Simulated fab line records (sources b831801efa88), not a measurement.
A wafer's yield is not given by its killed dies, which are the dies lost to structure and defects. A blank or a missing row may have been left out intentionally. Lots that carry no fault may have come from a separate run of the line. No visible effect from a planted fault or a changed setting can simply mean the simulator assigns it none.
A struck lot beside a sound one | flow sky130 | 21 steps out of a route of 708
Sound: the wafers L408.1, L408.5, L408.6. Struck: wafers L420.2, L420.5 (left out: L420.4, a lot-mate that was not struck); the cause follows at the end.
Each step with rows lists, per side, the tool, then ch with its chambers, then its first start. Under that, the readings that differ: sound wafers | struck wafers | difference of the means | sigmas: that difference in standard deviations of wafers without a fault.
alike: words and numbers the same on both sides, and readings whose means are apart by under 2 such deviations; not compared: readings that were withheld, readings missing a value for some wafer, numbers with overlapping values and no deviation given by the record, and bounds like >300 which may hide the same value.
The two part at a step that has a row with sigmas, a row that says differs or no value, or rows on one side only. When numbers do not overlap yet have no deviation, they are printed without sigmas and do not part them. A reading that every wafer of one side lacks parts them only if that side has two wafers or more.

first, 1 step without rows for these wafers: SKY_LDD_LDN_IMPLANT_11.
SKY_LDD_LDN_STRIP_12: strips in O2/N2.
  sound on plasmaAsher-01 ch 0,1, day 26 05:33; struck on plasmaAsher-01 ch 0,1, day 29 17:09
  alike: drypumpMotorCurrentA, o2FlowSccm, oesProductAu, stripTimeToEndpointS
  not compared: rfHoursCounterH
SKY_LDD_LDN_TW_MEAS_13:
  sound: filmMetro-04 at day 26 05:39; struck: filmMetro-02 at day 29 17:16
  alike: LDD_LDN_TW
then, 2 steps without rows for these wafers: SKY_LDD_LDN_CLEAN_14 (cleans in SC1/SC2, time 150 s); SKY_SPACER_CVD_00 (deposits Si3N4 from DCS/NH3, target thk 43.1 nm, time 740 s).
SKY_SPACER_THK_MEAS_01:
  sound: filmMetro-03 at day 26 07:36; struck: filmMetro-04 at day 29 21:29
  alike: SPACER_CVD_00_THK
SKY_SPACER_ETCHBACK_02: etches Si3N4 in CH3F/O2, stops on SiO2, time 46.7 s, target depth 45 nm.
  sound on rieDiel-03 ch 1,2, day 26 07:40; struck on rieDiel-04 ch 3, day 29 21:32
  alike: drypumpMotorCurrentA, oesProductAu, throttleValvePct
  not compared: rfHoursCounterH
then, 5 steps without rows for these wafers: SKY_POLY_CUT_DEHYDRATE_00 (time 60 s); SKY_POLY_CUT_HMDS_01 (prime time 60 s); SKY_POLY_CUT_COAT_02 (resist thk 60 nm); SKY_POLY_CUT_COAT_03 (resist thk 450 nm); SKY_POLY_CUT_SOFTBAKE_04 (time 90 s).
SKY_POLY_CUT_EXPOSE_05: exposes mask NPCM, target cd 270 nm.
  sound on krfScanner-01 ch 0, day 26 22:47; struck on krfScanner-01 ch 0, day 30 12:05
  alike: mask
then, 2 steps without rows for these wafers: SKY_POLY_CUT_PEB_06; SKY_POLY_CUT_DEVELOP_07 (develop time 60 s).
SKY_POLY_CUT_CD_MEAS_08: target cd 270 nm.
  sound: cdSem-01 at day 27 12:45; struck: cdSem-01 at day 31 00:52
reading   | sound             | struck      | difference | sigmas
cdNm (nm) | 272.7 271.9 272.8 | 250.2 249.6 | -22.6      | -17
SKY_POLY_CUT_OVL_MEAS_09:
  sound: overlay-01 at day 27 12:52; struck: overlay-01 at day 31 00:59
  alike: POLY_CUT_OVL
SKY_POLY_CUT_ETCH_10: etches BARC in N2/H2, stops on SiO2, time 45.9 s, target depth 60 nm.
  sound on rieDiel-02 ch 2,3, day 27 12:55; struck on rieDiel-04 ch 0,1, day 31 01:01
reading                  | sound           | struck      | difference | sigmas
model.POLY_CUT.cdNm (nm) | 273 271.5 273.1 | 250.6 250.1 | -22.2      | 
  alike: drypumpMotorCurrentA, oesProductAu, throttleValvePct
  not compared: rfHoursCounterH
SKY_POLY_CUT_ETCH_11: etches Si3N4 in CF4/CH2F2/Ar, stops on poly-Si, time 42.5 s, target depth 60 nm.
  sound on rieDiel-02 ch 2,3, day 27 12:57; struck on rieDiel-04 ch 0,1, day 31 01:03
reading                  | sound           | struck      | difference | sigmas
model.POLY_CUT.cdNm (nm) | 273 271.5 273.1 | 250.7 250.2 | -22.1      | 
  alike: drypumpMotorCurrentA, mfcArSccm, oesProductAu, throttleValvePct
  not compared: rfHoursCounterH
SKY_POLY_CUT_STRIP_12: strips in O2/N2.
  sound on plasmaAsher-02 ch 0,1, day 27 12:59; struck on plasmaAsher-02 ch 0, day 31 01:05
  alike: drypumpMotorCurrentA, o2FlowSccm, oesProductAu, stripTimeToEndpointS
  not compared: rfHoursCounterH
-- record jumps: 19 days separate the struck wafers' starts on either side; left off in module POLY_CUT, taken up again in module PAD_OPEN, whose first shown step is the route's number 708 --
SKY_PAD_OPEN_PROBE_99:
  rows exist in the record for the struck wafers here (prober-02, day 50 11:23), but not for the sound ones

## WHERE THEY PART
At SKY_POLY_CUT_CD_MEAS_08 first; at SKY_PAD_OPEN_PROBE_99 last (within this record only).

WHY: what the simulator had put in
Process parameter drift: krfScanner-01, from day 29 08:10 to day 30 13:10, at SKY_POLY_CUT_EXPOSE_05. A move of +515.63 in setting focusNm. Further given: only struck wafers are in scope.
